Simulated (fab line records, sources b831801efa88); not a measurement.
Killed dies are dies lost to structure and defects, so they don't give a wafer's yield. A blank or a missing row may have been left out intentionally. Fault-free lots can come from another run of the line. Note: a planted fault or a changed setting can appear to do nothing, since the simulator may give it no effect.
Chamber matching -- flow sky130 -- SKY_CONTACT_HDPCVD_02 on hdpcvd-02: 3 sister chambers
The step deposits SiO2, target thk 565 nm, time 94.2 s. 3 wafers are shown with their chamber, then 8 later ones without.

## WAFERS PAIRED WITH THEIR CHAMBERS
wafer,chamber,sih4 flow sccm (sccm)
L157.3,2,60.11
L157.4,1,59.80
L158.3,0,60.07

## WAFERS WHOSE CHAMBER IS MISSING
wafer,sih4 flow sccm (sccm)
L158.5,59.95
L158.6,60.04
L159.1,60.13
L159.4,60.02
L159.5,59.70
L161.2,60.23
L161.5,59.91
L161.6,60.23

## WHICH CHAMBER EACH WENT THROUGH
wafer,from the rows above,in truth
L158.5,can't be placed: 0 or 1 or 2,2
L158.6,can't be placed: 0 or 2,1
L159.1,can't be placed: 2 or 0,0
L159.4,can't be placed: 0 or 2 or 1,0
L159.5,1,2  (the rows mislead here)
L161.2,can't be placed: 2 or 0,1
L161.5,can't be placed: 1 or 0 or 2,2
L161.6,can't be placed: 2 or 0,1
Correctly placed: 0 of 8. Unplaceable from these rows: 7, with the true chamber sitting among the candidates in 4. Number placed wrongly: 1.
How it was worked out, from the rows above alone: a wafer's distance from a chamber is the root of the sum, over the readings, of the square of ((its reading less the chamber's mean) divided by the reading's scatter). The wafer belongs to the nearest chamber; if the next one is less than 2 further off, it can't be placed. A chamber's mean is the mean of its shown wafers. The scatter: with one shown wafer a chamber, the root of the mean of the squares of how far each hidden wafer lies from its nearest shown one.
